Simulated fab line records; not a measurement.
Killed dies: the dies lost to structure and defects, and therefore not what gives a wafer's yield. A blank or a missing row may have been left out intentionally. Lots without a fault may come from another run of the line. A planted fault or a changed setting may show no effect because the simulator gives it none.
A struck lot beside a sound one -- flow sky130 -- 44 out of 708 route steps
Sound: these wafers, L187.1, L187.4, L187.6. Struck: wafer L200.3 (L200.2, L200.6, from the same lot, were not struck and are left out); the cause is given at the end.
Order at every step that has rows: each side's tool, ch and its chambers, its first start. Under that, the readings that differ: sound wafers -- struck wafers -- difference of the means -- sigmas: that difference in standard deviations of wafers without a fault.
alike: a reading whose means differ by less than 2 such deviations, as well as words and numbers matching on both sides. not compared: withheld readings; readings where some wafer has no value; bounds like >300 that might hide an equal value; numbers whose values overlap and for which the record gives no deviation.
The two part at a step that has a row with sigmas, a row that says differs or no value, or rows on one side only. Non-overlapping numbers with no deviation appear without sigmas and do not part them. A reading missing from all wafers of one side parts the sides only when that side holds two or more wafers.

first, 3 steps without rows for these wafers: SKY_METAL2_EXPOSE_12 (exposes mask MM2, target cd 140 nm); SKY_METAL2_PEB_13; SKY_METAL2_DEVELOP_14 (develop time 60 s).
SKY_METAL2_CD_MEAS_15 targets a cd of 140 nm.
  sound: cd_sem-02 at day 35 14:38; struck: cd_sem-02 at day 39 21:33
  alike: cd_nm
SKY_METAL2_OVL_MEAS_16:
  sound: overlay-02 at day 35 14:46; struck: overlay-02 at day 39 21:39
  alike: METAL2_OVL
then, 2 steps without rows for these wafers: SKY_METAL2_DESCUM_17 (chemistry O2, time 8 s); SKY_METAL2_ETCH_18 (etches BARC in N2/H2, stops on SiO2, time 45.9 s, target depth 60 nm).
SKY_METAL2_METAL_ETCH_19: etches the open film in Cl2/BCl3, stops on SiO2, target depth 360 nm, time 78 s.
  sound on rie_metal-03 ch 0, day 35 14:53; struck on rie_metal-02 ch 1, day 39 21:47
  alike: drypump_motor_current_A, oes_product_au, throttle_valve_pct
  not compared: rf_hours_counter_h
then, 4 steps without rows for these wafers: SKY_METAL2_STRIP_20 (strips in O2/N2); SKY_METAL2_STRIP_21 (strips in post etch residue remover, time 1200 s); SKY_METAL2_CLEAN_22 (cleans in IPA, time 180 s); SKY_METAL2_CLEAN_23 (cleans in O3/DIW).
SKY_VIA2_HDPCVD_00: deposits SiO2, target thk 1180 nm, time 196.7 s.
  sound on hdpcvd-02 ch 0,1,2, day 35 15:37; struck on hdpcvd-01 ch 1, day 39 22:28
reading,sound,struck,difference,sigmas
model.SiO2_of_VIA2_HDPCVD_00.thk_nm (nm),1182 1187 1184,444.4,-739.9,
SKY_VIA2_THK_MEAS_01:
  sound: film_metro-03 at day 35 15:44; struck: film_metro-03 at day 39 22:36
reading,sound,struck,difference,sigmas
VIA2_HDPCVD_THK (nm),1182 1186 1183,445,-739,-75
then, 1 step without rows for these wafers: SKY_VIA2_CMP_02 (polishes SiO2).
SKY_VIA2_BOW_MEAS_03:
  sound: film_metro-02 at day 35 16:05; struck: film_metro-01 at day 39 22:58
  alike: VIA2_BOW
then, 8 steps without rows for these wafers: SKY_VIA2_DEHYDRATE_04 (time 60 s); SKY_VIA2_HMDS_05 (prime time 60 s); SKY_VIA2_COAT_06 (resist thk 60 nm); SKY_VIA2_COAT_07 (resist thk 450 nm); SKY_VIA2_SOFTBAKE_08 (time 90 s); SKY_VIA2_EXPOSE_09 (exposes mask VIM2, target cd 200 nm); SKY_VIA2_PEB_10; SKY_VIA2_DEVELOP_11 (develop time 60 s).
SKY_VIA2_CD_MEAS_12 targets a cd of 200 nm.
  sound: cd_sem-02 at day 36 18:04; struck: cd_sem-02 at day 40 23:04
  alike: cd_nm
SKY_VIA2_OVL_MEAS_13:
  sound: overlay-01 at day 36 18:11; struck: overlay-01 at day 40 23:10
  alike: VIA2_OVL
then, 1 step without rows for these wafers: SKY_VIA2_ETCH_14 (etches BARC in N2/H2, stops on SiO2, time 45.9 s, target depth 60 nm).
SKY_VIA2_ETCH_15: etches SiO2 in C4F8/O2/Ar, stops on TiN, target depth 546 nm, time 84 s.
  sound on rie_diel-01 ch 0,1,3, day 36 18:16; struck on rie_diel-01 ch 2, day 40 23:14
reading,sound,struck,difference,sigmas
oes_product_au (a.u.),0.941 0.935 0.938,0.885,-0.053,-10
model.etch.depth_nm (nm),495.2 496.8 494.2,444.4,-51.0,
model.VIA2.feature_depth_nm (nm),495.2 496.8 494.2,444.4,-51.0,
  not compared: rf_hours_counter_h
SKY_VIA2_STRIP_16: strips in O2/N2.
  sound on plasma_asher-02 ch 0, day 36 18:20; struck on plasma_asher-02 ch 0, day 40 23:18
  alike: drypump_motor_current_A, oes_product_au, strip_time_to_endpoint_s
  not compared: rf_hours_counter_h
then, 4 steps without rows for these wafers: SKY_VIA2_STRIP_17 (strips in post etch residue remover, time 1200 s); SKY_VIA2_CLEAN_18 (cleans in IPA, time 180 s); SKY_VIA2_CLEAN_19 (cleans in O3/DIW); SKY_VIA2_SPUTTER_20 (material TiN, target thk 20 nm, time 80 s).
SKY_VIA2_CVD_21: deposits W, target thk 420 nm, time 126.4 s.
  sound on cvd_w-01 ch 0,1, day 36 18:59; struck on cvd_w-01 ch 1, day 41 00:02
  alike: heater_power_w
SKY_VIA2_RS_MEAS_22: the measuring method here is four-point-probe.
  sound: film_metro-01 at day 36 19:07; struck: film_metro-01 at day 41 00:16
  alike: VIA2_W_RS
SKY_VIA2_THK_MEAS_23: measures by xrf.
  sound: film_metro-01 at day 36 19:14; struck: film_metro-01 at day 41 00:22
  alike: VIA2_W_THK
then, 3 steps without rows for these wafers: SKY_VIA2_CMP_24 (polishes, stops on SiO2, t overpolish 20 s, target thk 0 nm); SKY_METAL3_SPUTTER_00 (material Ti, target thk 15 nm, time 10 s); SKY_METAL3_SPUTTER_01 (material TiN, target thk 20 nm, time 16.7 s).
SKY_METAL3_SPUTTER_02: material AlCu, target thk 735 nm, time 39.1 s.
  sound: pvd_sputter-04 at day 36 19:39; struck: pvd_sputter-04 at day 41 00:46
  alike: throttle_valve_pct
then, 1 step without rows for these wafers: SKY_METAL3_SPUTTER_03 (material Ti, target thk 5 nm, time 3.3 s).
SKY_METAL3_SPUTTER_04: material TiN, target thk 70 nm, time 58.3 s.
  sound: pvd_sputter-04 at day 36 19:42; struck: pvd_sputter-04 at day 41 00:50
  alike: throttle_valve_pct
-- the record jumps here: 2 days lie between the struck wafers' starts before and after --
SKY_METAL3_METAL_ETCH_18: etches the open film in Cl2/BCl3, stops on SiO2, target depth 845 nm, time 183.1 s.
  sound on rie_metal-04 ch 0,1, day 39 00:09; struck on rie_metal-03 ch 1, day 43 01:19
reading,sound,struck,difference,sigmas
model.SiO2_of_VIA2_HDPCVD_00.thk_nm (nm),466 467 465.1,414.8,-51.2,
  alike: drypump_motor_current_A, oes_product_au, throttle_valve_pct
  not compared: rf_hours_counter_h
-- the record jumps here: 6 days lie between the struck wafers' starts before and after (it left off in module METAL3 and takes up again in module PAD_OPEN, whose first step shown is number 708 of the route) --
SKY_PAD_OPEN_PROBE_99:
  sound: prober-02 at day 46 06:59; struck: prober-02 at day 49 09:40
reading,sound,struck,difference,sigmas
model.etest.tester.sort_n_pass,408 399 396,244,-157,
model.etest.tester.sort_yield_pct (%),82.93 81.1 80.49,49.59,-31.92,
model.etest.tester.sort_bin_3_pct (%),1.423 0.2033 0.813,31.71,+30.90,
model.etest.met3_comb.leak_log10_a_um,-12.1 -12.1 -11.91,-7.066,+4.971,
model.etest.tester.sort_bin_8_pct (%),0 0 0,1.02e-07,+1.02e-07,
  alike: defect_limited_yield, killed_at_M0_to_M3, killed_at_M4_up, killed_at_contacts, killed_at_front_end, killed_at_other, killed_dies, killed_open, killed_short

## WHERE THEY PART
At SKY_VIA2_THK_MEAS_01 first; at SKY_VIA2_ETCH_15 last (within this record only). Later steps at which nothing parts them and some readings are alike: SKY_VIA2_STRIP_16, SKY_VIA2_CVD_21, SKY_VIA2_RS_MEAS_22, SKY_VIA2_THK_MEAS_23, SKY_METAL3_SPUTTER_02, SKY_METAL3_SPUTTER_04, SKY_METAL3_METAL_ETCH_18, SKY_PAD_OPEN_PROBE_99.

WHY: the cause the simulator had injected
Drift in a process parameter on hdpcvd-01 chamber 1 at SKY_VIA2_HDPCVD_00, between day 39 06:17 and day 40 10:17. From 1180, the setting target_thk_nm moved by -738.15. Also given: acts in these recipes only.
